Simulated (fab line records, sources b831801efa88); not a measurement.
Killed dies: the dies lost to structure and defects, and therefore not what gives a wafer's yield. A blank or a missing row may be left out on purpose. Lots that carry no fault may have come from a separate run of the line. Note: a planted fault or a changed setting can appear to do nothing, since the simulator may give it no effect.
Which of the tools did it? | flow gf180mcu | 12 lots with 36 wafers sampled at 5 steps, on a route of 602 steps

== WHAT THE GAUGES SHOWED, per wafer ==
GF_VT_IMPLANT_OVL_MEAS_18. Usual: VT_IMPLANT_01_OVL typically reads -0.6 nm, with standard deviation 1.2.
lot  | measured     | on         | VT_IMPLANT_01_OVL (nm) | flag
L635 | day 6 12:49  | overlay-02 | -0.2 -2.0 -1.5         |
L637 | day 7 02:31  | overlay-02 | -0.3 -0.2 0.0          |
L638 | day 7 07:55  | overlay-01 | 3.0 1.4 1.5            |
L640 | day 7 18:40  | overlay-01 | -1.0 0.6 -0.2          |
L643 | day 8 13:24  | overlay-01 | -1.4 -0.4 0.2          |
L644 | day 8 20:04  | overlay-01 | -0.1 -0.7 0.7          |
L645 | day 9 01:22  | overlay-02 | 0.8 -0.1 -0.6          |
L649 | day 10 02:36 | overlay-02 | 1.6 0.9 -0.3           |
L652 | day 10 22:55 | overlay-01 | -3.4 -3.9 -4.0         |
L654 | day 11 10:33 | overlay-01 | -0.9 -0.6 1.3          |
L656 | day 12 00:58 | overlay-02 | 0.0 -0.2 0.5           |
L657 | day 12 06:25 | overlay-02 | 0.1 -0.6 -0.8          |

GF_VT_IMPLANT_TW_MEAS_32. Usual: VT_IMPLANT_3_TW typically reads 270.7, with standard deviation 2.4.
lot  | measured     | on            | VT_IMPLANT_3_TW   | flag
L635 | day 7 04:30  | film-metro-02 | 270.2 272.1 272.3 |
L637 | day 7 18:03  | film-metro-02 | 273.8 271.1 271.7 |
L638 | day 7 23:46  | film-metro-02 | 270.9 272.2 271.7 |
L640 | day 8 11:02  | film-metro-02 | 270.9 273.1 272.0 |
L643 | day 9 06:53  | film-metro-01 | 268.5 268.9 268.0 |
L644 | day 9 12:48  | film-metro-01 | 269.0 268.7 267.9 |
L645 | day 9 19:20  | film-metro-04 | 268.0 267.0 267.2 |
L649 | day 10 21:38 | film-metro-02 | 273.3 274.1 272.1 |
L652 | day 11 18:19 | film-metro-02 | 274.6 273.0 275.1 |
L654 | day 12 05:50 | film-metro-01 | 272.0 269.4 270.1 |
L656 | day 12 20:33 | film-metro-02 | 272.4 272.1 272.5 |
L657 | day 13 02:58 | film-metro-04 | 267.7 268.6 268.8 |

== WHICH TOOL RAN EACH LOT (tool, then ch and the chambers of the sampled wafers, then the start) ==
lot  | GF_LVPWELL_STRIP_10                 | GF_VT_IMPLANT_COAT_02             | GF_VT_IMPLANT_STRIP_09
L635 | plasma-asher-02 ch 0,1, day 4 03:33 | litho-track-01 ch 0, day 5 14:59  | plasma-asher-01 ch 0,1, day 5 22:20
L637 | plasma-asher-02 ch 0,1, day 4 14:42 | litho-track-02 ch 0, day 6 03:03  | plasma-asher-03 ch 0,1, day 6 10:56
L638 | plasma-asher-02 ch 0,1, day 4 20:38 | litho-track-02 ch 0, day 6 09:12  | plasma-asher-03 ch 0,1, day 6 17:11
L640 | plasma-asher-04 ch 0,1, day 5 06:00 | litho-track-04 ch 0, day 6 19:28  | plasma-asher-03 ch 0,1, day 7 03:26
L643 | plasma-asher-04 ch 0,1, day 5 23:35 | litho-track-01 ch 0, day 7 13:40  | plasma-asher-03 ch 0,1, day 7 21:35
L644 | plasma-asher-01 ch 0,1, day 6 05:35 | litho-track-02 ch 0, day 7 19:14  | plasma-asher-04 ch 0,1, day 8 03:50
L645 | plasma-asher-02 ch 0,1, day 6 10:47 | litho-track-01 ch 0, day 8 00:37  | plasma-asher-01 ch 0,1, day 8 09:11
L649 | plasma-asher-02 ch 0,1, day 7 07:57 | litho-track-02 ch 0, day 8 23:39  | plasma-asher-04 ch 0,1, day 9 08:05
L652 | plasma-asher-04 ch 0,1, day 8 01:50 | litho-track-02 ch 0, day 9 19:23  | plasma-asher-01 ch 0,1, day 10 04:26
L654 | plasma-asher-04 ch 0,1, day 8 12:02 | litho-track-04 ch 0, day 10 06:10 | plasma-asher-03 ch 0,1, day 10 15:27
L656 | plasma-asher-02 ch 0,1, day 8 23:08 | litho-track-04 ch 0, day 10 19:47 | plasma-asher-04 ch 0,1, day 11 05:26
L657 | plasma-asher-01 ch 0,1, day 9 05:44 | litho-track-01 ch 0, day 11 02:31 | plasma-asher-04 ch 0,1, day 11 12:14
- GF_LVPWELL_STRIP_10: strips in O2/N2.
- GF_VT_IMPLANT_COAT_02: resist thk 1000 nm.
- GF_VT_IMPLANT_STRIP_09: strips in O2/N2.

== AS READ BY THE TOOLS THEMSELVES (means over the sampled wafers that have a number; for cases with no such wafer, the mark the record gives instead) ==
GF_LVPWELL_STRIP_10. Usual: drypump-motor-current-A 6.1 A, standard deviation 0.41; heater-power-w 359 W, standard deviation 52; n2-flow-sccm 300.0 sccm, standard deviation 0.85; oes-product-au 0.722 a.u., standard deviation 0.0045; strip-time-to-endpoint-s 36.98 s, standard deviation 0.09.
lot  | tool            | drypump-motor-current-A (A) | heater-power-w (W) | n2-flow-sccm (sccm) | oes-product-au (a.u.) | strip-time-to-endpoint-s (s) | flag
L635 | plasma-asher-02 | 5.8                         | 372                | 300.3               | 0.721                 | 36.99                        |
L637 | plasma-asher-02 | 6.1                         | 335                | 300.3               | 0.723                 | 36.96                        |
L638 | plasma-asher-02 | 6.1                         | 336                | 299.2               | 0.726                 | 37.01                        |
L640 | plasma-asher-04 | 6.5                         | 391                | 299.8               | 0.724                 | 36.89                        |
L643 | plasma-asher-04 | 6.3                         | 351                | 300.7               | 0.722                 | 37.12                        |
L644 | plasma-asher-01 | 5.8                         | 356                | 299.4               | 0.721                 | 36.99                        |
L645 | plasma-asher-02 | 6.1                         | 321                | 300.1               | 0.719                 | 37.03                        |
L649 | plasma-asher-02 | 6.1                         | 319                | 300.2               | 0.723                 | 37.01                        |
L652 | plasma-asher-04 | 6.3                         | 354                | 300.3               | 0.723                 | 36.87                        |
L654 | plasma-asher-04 | 6.3                         | 355                | 299.9               | 0.722                 | 36.88                        |
L656 | plasma-asher-02 | 6.1                         | 319                | 299.6               | 0.722                 | 36.92                        |
L657 | plasma-asher-01 | 5.8                         | 346                | 299.6               | 0.721                 | 36.92                        |

GF_VT_IMPLANT_COAT_02. Usual: spin-speed-rpm reads 3000.1 rpm (standard deviation 1.9).
lot  | tool           | spin-speed-rpm (rpm) | flag
L635 | litho-track-01 | 2999.8               |
L637 | litho-track-02 | 3000.7               |
L638 | litho-track-02 | 3000.1               |
L640 | litho-track-04 | 3000.1               |
L643 | litho-track-01 | 3002.0               |
L644 | litho-track-02 | 2998.5               |
L645 | litho-track-01 | 3000.0               |
L649 | litho-track-02 | 3632.1               | OFF
L652 | litho-track-02 | 3631.2               | OFF
L654 | litho-track-04 | 2999.4               |
L656 | litho-track-04 | 3000.9               |
L657 | litho-track-01 | 3002.0               |

GF_VT_IMPLANT_STRIP_09. Usual: drypump-motor-current-A 5.9 A, standard deviation 0.57; heater-power-w 361 W, standard deviation 49; n2-flow-sccm 299.9 sccm, standard deviation 0.84; oes-product-au 0.715 a.u., standard deviation 0.0044; strip-time-to-endpoint-s 12.63 s, standard deviation 0.037.
lot  | tool            | drypump-motor-current-A (A) | heater-power-w (W) | n2-flow-sccm (sccm) | oes-product-au (a.u.) | strip-time-to-endpoint-s (s) | flag
L635 | plasma-asher-01 | 5.7                         | 360                | 300.2               | 0.717                 | 12.69                        |
L637 | plasma-asher-03 | 5.3                         | 333                | 299.6               | 0.713                 | 12.59                        |
L638 | plasma-asher-03 | 5.3                         | 338                | 299.4               | 0.711                 | 12.64                        |
L640 | plasma-asher-03 | 5.8                         | 373                | 300.2               | 0.714                 | 12.65                        |
L643 | plasma-asher-03 | 5.8                         | 375                | 299.2               | 0.712                 | 12.55                        |
L644 | plasma-asher-04 | 6.3                         | 354                | 298.6               | 0.711                 | 12.61                        |
L645 | plasma-asher-01 | 5.7                         | 361                | 299.4               | 0.713                 | 12.64                        |
L649 | plasma-asher-04 | 6.3                         | 353                | 300.2               | 0.711                 | 11.55                        | OFF
L652 | plasma-asher-01 | 5.8                         | 349                | 299.8               | 0.713                 | 11.56                        | OFF
L654 | plasma-asher-03 | 5.3                         | 336                | 300.0               | 0.719                 | 12.66                        |
L656 | plasma-asher-04 | 6.3                         | 356                | 300.1               | 0.720                 | 12.70                        |
L657 | plasma-asher-04 | 6.5                         | 393                | 300.3               | 0.715                 | 12.64                        |

== THE ANSWER, worked out from the rows above alone ==
Rule: a lot counts as off when the mean over its wafers that have a number is more than 3 standard deviations away from the usual mean. A lot without any number at a reading at which 4 lots or more have one is off too. All remaining lots with rows at the step are treated as sound. The gauges are gone through in route order, then the tools' own readings, and for those a lot's mean is taken as printed above. At the first step where some lot is off, the reading lying furthest off is the one used; lots without a number count as furthest.
Off: L649, L652 (GF_VT_IMPLANT_COAT_02, spin-speed-rpm).
A tool fits if, at that step or a process step before it, it ran every lot that is off, and no sound lot after the first of them. One fits: GF_VT_IMPLANT_COAT_02 on litho-track-02. Its last sound lot is L644 (day 7 19:14), its first lot that is off L649 (day 8 23:39): a fault that began between those two fits.
On the lots that are off, the tool's own readings at GF_VT_IMPLANT_COAT_02 differ by more than 5 times the standard deviation of the sound lots' means, which bears it out; spin-speed-rpm reads 3631.6 rpm there versus 3000.3 rpm on the sound lots.

== WHAT THE SIMULATOR HAD INSERTED ==
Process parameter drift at GF_VT_IMPLANT_COAT_02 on litho-track-02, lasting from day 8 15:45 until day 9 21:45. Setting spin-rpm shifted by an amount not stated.
Lots struck among those shown: L649, L652. This agrees with what the rule above found.
